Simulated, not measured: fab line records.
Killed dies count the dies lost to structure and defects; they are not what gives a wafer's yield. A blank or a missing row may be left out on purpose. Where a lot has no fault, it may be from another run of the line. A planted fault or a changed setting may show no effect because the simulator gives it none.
fab line records	flow sky130
record lots=24	wafers=72	last-day=51
route steps=708 shown NWELL@82 VT_ADJUST_NCORE@130 VT_ADJUST_HVTR@138 SONOS_ONO@181
lots that met no fault: taken from a fault-free run of the same line
start-h: the number of hours between the record's first day and the start of the first shown wafer of the lot	wait-h: hours from the lot's prior step to this one	" same as the row above	L1.1+2: one row covering several wafers at once	- no value, or no start was given	* or withheld: withheld	< > ~ a bound
route shown NAME@n: names a module that has steps shown in the file, with the first one's number in the route	usual: mean/standard deviation of fault-free wafers	same: alike in all rows	chamber/n: place in a boat	sites: the reading at each site	_std_site: how widely they spread, as a standard deviation	_edge_site: mean of outer sites minus mean of inner sites	radius-mm: how far each site lies from the wafer's centre	mask NAME#n: copy n	behind: the most recent tool/chamber to have shaped the wafer	hold: cause of the lot's hold/its duration in hours/its outcome	device: names the non-switching transistor (n, p or np)	end of line: tests run on the same wafers once the route is complete	where a step has no rows: the recipe by itself	killed: count of dies lost to structure and defects at first sort (not the wafer's yield)	map: per-die view of a wafer (x killed, . not killed, _ where there is no die)
set.NAME: the setting that was run; set.NAME@STEP: the one run at that earlier step	model.NAME: the simulator's own value behind a step, which no gauge read
one table for each step of the route and one row for each wafer, over a sample of lots
services: the hour from which a tool's chamber was out of use, counted from the record's first day as start-h (under 0 if before that day), plus the number of hours and why
## steps
# step SKY_NWELL_RS_MEAS_29
# recipe thk-meas-gauge=four-point-probe
# usual NWELL_RS=624.3/1.8
lot.wafer	tool	chamber	start-h	wait-h	NWELL_RS[ohm/sq]
L074.1	film-metro-02	-	108.90	0.1	624.6
L074.2	"	-	"	"	624.5
L074.3	"	-	"	"	624.8
L075.1	film-metro-03	-	112.05	0.1	620.2
L075.3	"	-	"	"	622.2
L075.4	"	-	"	"	622.7
L076.1	film-metro-02	-	119.71	0.1	624.3
L076.2	"	-	"	"	623.4
L076.4	"	-	"	"	623.7
L077.1	film-metro-03	-	126.88	0.1	622.4
L077.2	"	-	"	"	622.9
L077.5	"	-	"	"	623.3
L078.4	film-metro-03	-	142.06	0.1	623.1
L078.5	"	-	"	"	622.7
L078.6	"	-	"	"	624.6
L079.2	film-metro-04	-	143.13	0.1	624.9
L079.3	"	-	"	"	627.2
L079.6	"	-	"	"	626.1
L080.1	film-metro-03	-	151.83	0.1	625.4
L080.2	"	-	"	"	624.1
L080.6	"	-	"	"	623.1
L081.2	film-metro-04	-	157.86	0.1	626.9
L081.3	"	-	"	"	628.5
L081.5	"	-	"	"	628.0
L082.1	film-metro-04	-	161.30	0.1	624.2
L082.3	"	-	"	"	624.0
L082.6	"	-	"	"	626.1
L083.2	film-metro-03	-	164.02	0.1	623.2
L083.4	"	-	"	"	623.4
L083.6	"	-	"	"	622.3
L084.1	film-metro-04	-	174.70	0.1	624.1
L084.2	"	-	"	"	623.3
L084.5	"	-	"	"	623.2
L085.2	film-metro-02	-	183.97	0.1	625.2
L085.4	"	-	"	"	623.2
L085.5	"	-	"	"	623.4
L086.2	film-metro-03	-	188.77	0.1	623.4
L086.3	"	-	"	"	621.5
L086.6	"	-	"	"	624.0
L087.3	film-metro-03	-	197.14	0.1	624.4
L087.4	"	-	"	"	624.2
L087.6	"	-	"	"	625.8
L088.3	film-metro-02	-	199.65	0.1	621.8
L088.4	"	-	"	"	621.0
L088.6	"	-	"	"	621.4
L089.1	film-metro-04	-	204.10	0.1	625.7
L089.5	"	-	"	"	622.7
L089.6	"	-	"	"	621.9
L090.1	film-metro-03	-	208.10	0.1	624.6
L090.4	"	-	"	"	628.5
L090.5	"	-	"	"	625.6
L091.2	film-metro-04	-	211.57	0.1	620.9
L091.3	"	-	"	"	623.1
L091.6	"	-	"	"	624.7
L092.1	film-metro-04	-	224.25	0.1	625.1
L092.3	"	-	"	"	622.7
L092.4	"	-	"	"	624.7
L093.2	film-metro-04	-	225.47	0.1	627.0
L093.3	"	-	"	"	624.9
L093.4	"	-	"	"	624.0
L094.1	film-metro-04	-	231.53	0.1	625.9
L094.2	"	-	"	"	627.1
L094.6	"	-	"	"	627.5
L095.1	film-metro-02	-	237.93	0.1	625.3
L095.2	"	-	"	"	624.3
L095.4	"	-	"	"	624.2
L096.2	film-metro-04	-	246.75	0.1	625.7
L096.3	"	-	"	"	628.3
L096.6	"	-	"	"	626.4
L097.1	film-metro-02	-	250.37	0.1	623.7
L097.2	"	-	"	"	622.6
L097.3	"	-	"	"	625.1
# step SKY_VT_ADJUST_NCORE_TW_MEAS_11
# usual VT_ADJUST_NCORE_TW=219.5/2
lot.wafer	tool	chamber	start-h	wait-h	VT_ADJUST_NCORE_TW
L074.1	film-metro-01	-	193.66	0.1	216.9
L074.2	"	-	"	"	215.6
L074.3	"	-	"	"	215.2
L075.1	film-metro-02	-	197.31	0.1	219.7
L075.3	"	-	"	"	220.7
L075.4	"	-	"	"	219.6
L076.1	film-metro-03	-	205.81	0.1	220.7
L076.2	"	-	"	"	221.9
L076.4	"	-	"	"	222.8
L077.1	film-metro-03	-	213.11	0.1	221.9
L077.2	"	-	"	"	220.5
L077.5	"	-	"	"	220.8
L078.4	film-metro-03	-	230.59	0.1	221.0
L078.5	"	-	"	"	221.2
L078.6	"	-	"	"	220.7
L079.2	film-metro-01	-	233.52	0.1	217.5
L079.3	"	-	"	"	215.9
L079.6	"	-	"	"	216.8
L080.1	film-metro-02	-	241.79	0.1	222.7
L080.2	"	-	"	"	223.2
L080.6	"	-	"	"	221.8
L081.2	film-metro-01	-	248.50	0.1	216.0
L081.3	"	-	"	"	216.6
L081.5	"	-	"	"	216.8
L082.1	film-metro-03	-	251.51	0.1	221.5
L082.3	"	-	"	"	220.5
L082.6	"	-	"	"	221.0
L083.2	film-metro-01	-	257.27	0.1	216.9
L083.4	"	-	"	"	217.7
L083.6	"	-	"	"	216.7
L084.1	film-metro-03	-	269.66	0.1	221.3
L084.2	"	-	"	"	221.9
L084.5	"	-	"	"	223.1
L085.2	film-metro-02	-	277.05	0.1	222.4
L085.4	"	-	"	"	221.7
L085.5	"	-	"	"	221.3
L086.2	film-metro-01	-	285.52	0.1	218.2
L086.3	"	-	"	"	217.8
L086.6	"	-	"	"	218.9
L087.3	film-metro-01	-	295.41	0.1	218.3
L087.4	"	-	"	"	217.0
L087.6	"	-	"	"	217.6
L088.3	film-metro-02	-	298.18	0.1	219.3
L088.4	"	-	"	"	220.1
L088.6	"	-	"	"	218.9
L089.1	film-metro-03	-	302.59	0.1	222.4
L089.5	"	-	"	"	222.4
L089.6	"	-	"	"	222.4
L090.1	film-metro-02	-	307.31	0.1	220.0
L090.4	"	-	"	"	221.3
L090.5	"	-	"	"	218.7
L091.2	film-metro-02	-	311.55	0.1	219.3
L091.3	"	-	"	"	219.0
L091.6	"	-	"	"	219.7
L092.1	film-metro-02	-	327.29	0.1	218.7
L092.3	"	-	"	"	219.6
L092.4	"	-	"	"	220.6
L093.2	film-metro-02	-	327.77	0.1	217.1
L093.3	"	-	"	"	218.0
L093.4	"	-	"	"	218.0
L094.1	film-metro-02	-	336.16	0.1	221.7
L094.2	"	-	"	"	219.6
L094.6	"	-	"	"	221.4
L095.1	film-metro-01	-	342.81	0.1	218.0
L095.2	"	-	"	"	216.9
L095.4	"	-	"	"	217.5
L096.2	film-metro-03	-	353.40	0.1	219.5
L096.3	"	-	"	"	218.6
L096.6	"	-	"	"	220.0
L097.1	film-metro-03	-	358.54	0.1	221.4
L097.2	"	-	"	"	219.7
L097.3	"	-	"	"	221.3
# step SKY_VT_ADJUST_HVTR_CD_MEAS_07
# recipe target-cd-nm=380
# usual cd-nm=378.4/2.8
lot.wafer	tool	chamber	start-h	wait-h	cd-nm
L074.1	cd-sem-02	-	215.31	0.1	373.6
L074.2	"	-	"	"	372.6
L074.3	"	-	"	"	372.4
L075.1	cd-sem-02	-	220.08	0.2	376.6
L075.3	"	-	"	"	377.3
L075.4	"	-	"	"	375.0
L076.1	cd-sem-02	-	227.79	0.1	378.7
L076.2	"	-	"	"	376.5
L076.4	"	-	"	"	377.3
L077.1	cd-sem-01	-	235.75	0.1	383.1
L077.2	"	-	"	"	382.4
L077.5	"	-	"	"	381.2
L078.4	cd-sem-02	-	254.91	0.1	376.5
L078.5	"	-	"	"	377.8
L078.6	"	-	"	"	377.6
L079.2	cd-sem-01	-	258.08	0.1	376.7
L079.3	"	-	"	"	376.4
L079.6	"	-	"	"	375.2
L080.1	cd-sem-01	-	265.93	0.1	380.1
L080.2	"	-	"	"	380.8
L080.6	"	-	"	"	381.5
L081.2	cd-sem-01	-	273.23	0.1	382.8
L081.3	"	-	"	"	379.0
L081.5	"	-	"	"	378.8
L082.1	cd-sem-02	-	275.68	0.1	378.0
L082.3	"	-	"	"	378.9
L082.6	"	-	"	"	377.4
L083.2	cd-sem-01	-	281.48	0.1	377.6
L083.4	"	-	"	"	375.3
L083.6	"	-	"	"	378.6
L084.1	cd-sem-02	-	295.30	0.1	372.9
L084.2	"	-	"	"	373.9
L084.5	"	-	"	"	373.2
L085.2	cd-sem-02	-	303.17	0.1	379.7
L085.4	"	-	"	"	380.0
L085.5	"	-	"	"	379.2
L086.2	cd-sem-01	-	311.43	0.1	377.9
L086.3	"	-	"	"	377.6
L086.6	"	-	"	"	377.6
L087.3	cd-sem-01	-	322.14	0.1	378.1
L087.4	"	-	"	"	375.2
L087.6	"	-	"	"	376.1
L088.3	cd-sem-02	-	325.49	0.1	381.7
L088.4	"	-	"	"	379.4
L088.6	"	-	"	"	380.7
L089.1	cd-sem-01	-	329.50	0.1	377.8
L089.5	"	-	"	"	381.9
L089.6	"	-	"	"	381.4
L090.1	cd-sem-02	-	335.03	0.1	375.6
L090.4	"	-	"	"	380.1
L090.5	"	-	"	"	377.1
L091.2	cd-sem-01	-	340.23	0.1	382.8
L091.3	"	-	"	"	383.9
L091.6	"	-	"	"	382.6
L092.1	cd-sem-02	-	355.30	0.1	380.4
L092.3	"	-	"	"	380.2
L092.4	"	-	"	"	381.3
L093.2	cd-sem-02	-	356.27	0.1	379.6
L093.3	"	-	"	"	379.9
L093.4	"	-	"	"	377.8
L094.1	cd-sem-01	-	365.35	0.1	376.2
L094.2	"	-	"	"	377.6
L094.6	"	-	"	"	377.8
L095.1	cd-sem-01	-	372.01	0.1	380.6
L095.2	"	-	"	"	379.1
L095.4	"	-	"	"	379.8
L096.2	cd-sem-02	-	383.00	0.1	375.4
L096.3	"	-	"	"	375.0
L096.6	"	-	"	"	375.4
L097.1	cd-sem-02	-	388.23	0.1	377.8
L097.2	"	-	"	"	378.3
L097.3	"	-	"	"	378.2
# step SKY_VT_ADJUST_HVTR_TW_MEAS_11
# usual VT_ADJUST_HVTR_TW=212.0/1.1
lot.wafer	tool	chamber	start-h	wait-h	VT_ADJUST_HVTR_TW
L074.1	film-metro-04	-	215.71	0.1	212.8
L074.2	"	-	"	"	212.5
L074.3	"	-	"	"	213.3
L075.1	film-metro-02	-	220.48	0.1	209.3
L075.3	"	-	"	"	210.9
L075.4	"	-	"	"	211.0
L076.1	film-metro-04	-	228.19	0.1	211.6
L076.2	"	-	"	"	211.9
L076.4	"	-	"	"	211.9
L077.1	film-metro-02	-	236.16	0.1	211.8
L077.2	"	-	"	"	211.2
L077.5	"	-	"	"	211.1
L078.4	film-metro-02	-	255.29	0.1	213.4
L078.5	"	-	"	"	213.7
L078.6	"	-	"	"	213.0
L079.2	film-metro-04	-	258.47	0.1	210.3
L079.3	"	-	"	"	211.9
L079.6	"	-	"	"	211.9
L080.1	film-metro-04	-	266.34	0.1	212.4
L080.2	"	-	"	"	212.0
L080.6	"	-	"	"	212.8
L081.2	film-metro-02	-	273.62	0.1	212.0
L081.3	"	-	"	"	213.2
L081.5	"	-	"	"	211.3
L082.1	film-metro-03	-	276.09	0.1	214.5
L082.3	"	-	"	"	213.8
L082.6	"	-	"	"	214.3
L083.2	film-metro-02	-	281.87	0.1	214.0
L083.4	"	-	"	"	212.1
L083.6	"	-	"	"	212.6
L084.1	film-metro-04	-	295.71	0.1	212.2
L084.2	"	-	"	"	212.3
L084.5	"	-	"	"	212.1
L085.2	film-metro-04	-	303.57	0.1	212.8
L085.4	"	-	"	"	211.7
L085.5	"	-	"	"	212.0
L086.2	film-metro-04	-	311.82	0.1	212.8
L086.3	"	-	"	"	212.5
L086.6	"	-	"	"	211.3
L087.3	film-metro-03	-	322.53	0.1	213.4
L087.4	"	-	"	"	212.7
L087.6	"	-	"	"	213.6
L088.3	film-metro-04	-	325.88	0.1	212.6
L088.4	"	-	"	"	211.9
L088.6	"	-	"	"	210.5
L089.1	film-metro-04	-	329.91	0.1	211.5
L089.5	"	-	"	"	211.0
L089.6	"	-	"	"	211.4
L090.1	film-metro-03	-	335.44	0.1	213.4
L090.4	"	-	"	"	213.3
L090.5	"	-	"	"	213.2
L091.2	film-metro-04	-	340.62	0.1	210.9
L091.3	"	-	"	"	211.0
L091.6	"	-	"	"	211.0
L092.1	film-metro-02	-	355.71	0.1	212.2
L092.3	"	-	"	"	211.9
L092.4	"	-	"	"	212.9
L093.2	film-metro-04	-	356.67	0.1	211.6
L093.3	"	-	"	"	211.2
L093.4	"	-	"	"	210.1
L094.1	film-metro-02	-	365.76	0.1	209.8
L094.2	"	-	"	"	211.1
L094.6	"	-	"	"	211.5
L095.1	film-metro-02	-	372.41	0.1	211.7
L095.2	"	-	"	"	211.0
L095.4	"	-	"	"	211.3
L096.2	film-metro-04	-	383.40	0.1	209.9
L096.3	"	-	"	"	210.4
L096.6	"	-	"	"	210.6
L097.1	film-metro-02	-	388.64	0.1	210.5
L097.2	"	-	"	"	213.0
L097.3	"	-	"	"	212.4
# step SKY_SONOS_ONO_CD_MEAS_13
# recipe target-cd-nm=410
# usual cd-nm=411.3/2.7
lot.wafer	tool	chamber	start-h	wait-h	cd-nm
L074.1	cd-sem-01	-	295.93	0.1	409.7
L074.2	"	-	"	"	410.0
L074.3	"	-	"	"	411.6
L075.1	cd-sem-01	-	300.88	0.1	411.0
L075.3	"	-	"	"	411.0
L075.4	"	-	"	"	411.9
L076.1	cd-sem-02	-	307.56	0.1	412.2
L076.2	"	-	"	"	412.0
L076.4	"	-	"	"	411.1
L077.1	cd-sem-02	-	337.01	0.1	409.8
L077.2	"	-	"	"	409.3
L077.5	"	-	"	"	407.6
L078.4	cd-sem-01	-	340.79	0.1	415.5
L078.5	"	-	"	"	414.4
L078.6	"	-	"	"	413.1
L079.2	cd-sem-02	-	344.10	0.1	407.3
L079.3	"	-	"	"	409.8
L079.6	"	-	"	"	407.6
L080.1	cd-sem-02	-	351.23	0.1	414.1
L080.2	"	-	"	"	417.3
L080.6	"	-	"	"	414.0
L081.2	cd-sem-01	-	361.30	0.1	407.3
L081.3	"	-	"	"	408.7
L081.5	"	-	"	"	407.6
L082.1	cd-sem-02	-	365.96	0.1	411.7
L082.3	"	-	"	"	411.7
L082.6	"	-	"	"	411.9
L083.2	cd-sem-02	-	372.12	0.1	408.8
L083.4	"	-	"	"	412.7
L083.6	"	-	"	"	409.4
L084.1	cd-sem-01	-	386.00	0.1	407.9
L084.2	"	-	"	"	409.4
L084.5	"	-	"	"	410.4
L085.2	cd-sem-01	-	398.75	0.1	414.2
L085.4	"	-	"	"	411.3
L085.5	"	-	"	"	413.2
L086.2	cd-sem-01	-	409.45	0.1	408.7
L086.3	"	-	"	"	406.6
L086.6	"	-	"	"	407.9
L087.3	cd-sem-02	-	418.29	0.1	407.7
L087.4	"	-	"	"	407.8
L087.6	"	-	"	"	408.4
L088.3	cd-sem-01	-	419.35	0.1	413.8
L088.4	"	-	"	"	412.1
L088.6	"	-	"	"	414.2
L089.1	cd-sem-01	-	426.96	0.1	413.9
L089.5	"	-	"	"	410.6
L089.6	"	-	"	"	410.5
L090.1	cd-sem-02	-	436.35	0.1	408.2
L090.4	"	-	"	"	407.6
L090.5	"	-	"	"	407.9
L091.2	cd-sem-02	-	441.85	0.1	414.1
L091.3	"	-	"	"	415.1
L091.6	"	-	"	"	411.9
L092.1	cd-sem-01	-	453.51	0.1	412.2
L092.3	"	-	"	"	411.7
L092.4	"	-	"	"	411.0
L093.2	cd-sem-02	-	456.60	0.1	415.8
L093.3	"	-	"	"	417.8
L093.4	"	-	"	"	416.9
L094.1	cd-sem-02	-	465.23	0.1	413.7
L094.2	"	-	"	"	412.2
L094.6	"	-	"	"	412.1
L095.1	cd-sem-02	-	476.06	0.1	415.1
L095.2	"	-	"	"	413.8
L095.4	"	-	"	"	415.4
L096.2	cd-sem-02	-	485.03	0.1	409.2
L096.3	"	-	"	"	409.0
L096.6	"	-	"	"	407.6
L097.1	cd-sem-02	-	489.53	0.1	411.5
L097.2	"	-	"	"	409.7
L097.3	"	-	"	"	409.3
# step SKY_SONOS_ONO_ETCH_15
# recipe target-depth-nm=19.52	chemistry=CHF3/O2	source-w=600	bias-w=200	pressure-mtorr=40	chf3-flow-sccm=50	O2_flow_sccm=5	time-s=7.8
# usual chf3-flow-sccm=50.00/0.16	drypump-motor-current-A=5.6/0.33	oes-product-au=0.996/0.012	rf-fwd-power-W=587.8/2.7	throttle-valve-pct=8.825/0.0091
lot.wafer	tool	chamber	start-h	wait-h	chf3-flow-sccm	drypump-motor-current-A	oes-product-au	rf-fwd-power-W	rf-hours-counter-h	throttle-valve-pct
L074.1	rie-diel-02	0	296.09	0.0	49.05	5.3	1.000	582.9	24	8.835
L074.2	"	2	"	"	49.85	6.3	1.002	586.9	12	8.819
L074.3	"	1	"	"	49.98	4.9	1.004	585.8	97	8.832
L075.1	rie-diel-04	3	301.04	0.0	49.90	5.5	0.986	586.0	1	8.823
L075.3	"	2	"	"	50.07	5.9	0.983	588.9	40	8.817
L075.4	"	1	"	"	50.15	5.3	1.008	588.5	108	8.829
L076.1	rie-diel-04	1	307.71	0.0	49.89	5.3	1.010	587.6	108	8.824
L076.2	"	2	"	"	49.95	5.9	0.995	588.0	40	8.822
L076.4	"	3	"	"	50.09	5.5	0.999	590.1	2	8.816
L077.1	rie-diel-04	1	337.16	0.0	49.76	5.3	1.018	585.2	108	8.807
L077.2	"	3	"	"	50.36	5.4	0.989	588.2	2	8.835
L077.5	"	1	"	"	50.09	5.3	1.016	586.8	-	8.817
L078.4	rie-diel-04	0	340.89	0.0	49.84	5.7	1.014	588.4	12	8.827
L078.5	"	0	"	"	49.93	5.7	0.997	584.0	-	8.827
L078.6	"	3	"	"	50.19	5.5	0.993	588.4	-	8.811
L079.2	rie-diel-02	0	344.24	0.0	49.80	5.3	0.983	586.2	25	8.834
L079.3	"	3	"	"	49.97	5.8	0.997	594.0	55	8.841
L079.6	"	3	"	"	49.92	5.8	0.996	596.2	-	8.831
L080.1	rie-diel-01	2	351.39	0.0	49.92	5.9	1.015	589.9	37	8.824
L080.2	"	0	"	"	49.82	5.8	0.997	588.6	4	8.802
L080.6	"	1	"	"	50.11	4.9	0.994	583.3	-	8.819
L081.2	rie-diel-01	0	361.44	0.0	50.11	5.8	0.990	588.1	4	8.833
L081.3	"	1	"	"	50.23	4.9	0.992	586.3	41	8.814
L081.5	"	3	"	"	50.20	5.6	1.004	592.6	-	8.833
L082.1	rie-diel-04	3	366.11	0.0	50.15	5.5	0.988	587.0	3	8.803
L082.3	"	0	"	"	50.07	5.7	1.004	584.9	13	8.819
L082.6	"	1	"	"	49.86	5.4	1.011	585.9	-	8.828
L083.2	rie-diel-04	1	372.26	0.0	50.02	5.4	1.002	589.4	109	8.822
L083.4	"	2	"	"	49.90	5.9	0.994	591.5	41	8.811
L083.6	"	0	"	"	49.92	5.7	0.997	588.3	-	8.817
L084.1	rie-diel-04	2	386.16	0.0	50.09	6.0	0.983	589.2	41	8.826
L084.2	"	1	"	"	50.03	5.3	1.016	589.5	109	8.830
L084.5	"	3	"	"	50.18	5.5	0.986	589.7	-	8.835
L085.2	rie-diel-04	3	398.89	0.0	50.28	5.5	0.984	587.8	3	8.824
L085.4	"	2	"	"	49.95	5.9	0.986	589.9	41	8.829
L085.5	"	0	"	"	49.98	5.6	1.004	587.6	-	8.839
L086.2	rie-diel-04	3	409.59	0.0	49.83	5.5	0.974	586.8	3	8.815
L086.3	"	0	"	"	50.00	5.6	0.992	584.3	13	8.827
L086.6	"	2	"	"	50.23	5.9	0.969	592.9	-	8.827
L087.3	rie-diel-04	3	418.41	0.0	50.20	5.5	0.975	586.9	3	8.805
L087.4	"	0	"	"	49.90	5.6	0.992	582.6	14	8.827
L087.6	"	0	"	"	50.01	5.7	0.986	584.3	-	8.825
L088.3	rie-diel-02	1	419.46	0.0	50.00	4.9	0.996	581.5	99	8.839
L088.4	"	2	"	"	50.01	6.3	0.992	585.5	14	8.827
L088.6	"	0	"	"	50.37	5.3	0.976	583.6	-	8.823
L089.1	rie-diel-01	0	427.11	0.0	50.03	5.8	0.984	588.7	5	8.832
L089.5	"	2	"	"	50.06	5.9	1.004	591.8	-	8.828
L089.6	"	1	"	"	50.07	4.9	1.010	584.7	-	8.840
L090.1	rie-diel-02	2	436.51	0.0	50.06	6.3	0.979	586.4	14	8.817
L090.4	"	0	"	"	50.12	5.3	0.995	585.1	-	8.833
L090.5	"	3	"	"	49.85	5.8	1.003	595.0	-	8.837
L091.2	rie-diel-01	3	441.99	0.0	50.29	5.6	0.991	591.6	2	8.828
L091.3	"	1	"	"	50.22	4.9	1.008	586.9	42	8.827
L091.6	"	1	"	"	50.05	4.9	0.988	587.5	-	8.819
L092.1	rie-diel-01	2	453.66	0.0	50.05	5.9	1.031	587.3	38	8.830
L092.3	"	0	"	"	49.95	5.7	0.997	587.1	5	8.813
L092.4	"	3	"	"	50.16	5.6	1.005	590.0	2	8.824
L093.2	rie-diel-01	1	456.74	0.0	50.18	4.9	0.993	584.9	42	8.823
L093.3	"	0	"	"	49.87	5.7	0.991	589.4	5	8.827
L093.4	"	2	"	"	49.91	5.9	1.012	585.2	38	8.830
L094.1	rie-diel-04	2	465.39	0.0	49.96	5.9	0.981	588.7	43	8.821
L094.2	"	1	"	"	49.65	5.3	0.997	587.3	1	8.822
L094.6	"	2	"	"	49.99	6.0	0.976	587.9	-	8.810
L095.1	rie-diel-01	2	476.21	0.0	49.89	5.9	1.015	589.8	38	8.822
L095.2	"	1	"	"	50.06	4.9	0.999	584.2	42	8.825
L095.4	"	3	"	"	49.96	5.6	0.992	590.0	3	8.813
L096.2	rie-diel-04	2	485.16	0.0	49.88	5.9	0.988	588.9	43	8.809
L096.3	"	3	"	"	50.03	5.5	0.986	587.9	5	8.833
L096.6	"	3	"	"	49.95	5.5	0.990	585.8	-	8.825
L097.1	rie-diel-04	0	489.69	0.0	49.93	5.7	1.000	583.1	15	8.818
L097.2	"	3	"	"	49.82	5.5	0.981	587.8	5	8.828
L097.3	"	1	"	"	50.12	5.4	1.012	589.4	1	8.827
## services
tool	chamber	start-h	hours	kind
rie-diel-02	-	278.01	2.8	pm
rie-diel-01	-	283.67	14.6	pm
rie-diel-01	3	298.27	-	clean
rie-diel-01	3	298.27	12.9	scheduled-down
rie-diel-01	3	298.27	12.9	vent-cycle
rie-diel-04	3	316.24	13.5	repair
rie-diel-02	2	328.01	6.8	repair
rie-diel-01	2	380.38	3.0	repair
rie-diel-04	1	402.27	-	clean
rie-diel-04	1	402.27	13.8	scheduled-down
rie-diel-04	1	402.27	13.8	vent-cycle
rie-diel-02	0	429.72	6.6	repair
rie-diel-04	-	433.83	0.3	repair
rie-diel-02	1	436.35	-	clean
rie-diel-02	1	436.35	17.0	scheduled-down
rie-diel-02	1	436.35	17.0	vent-cycle
## key
fault none
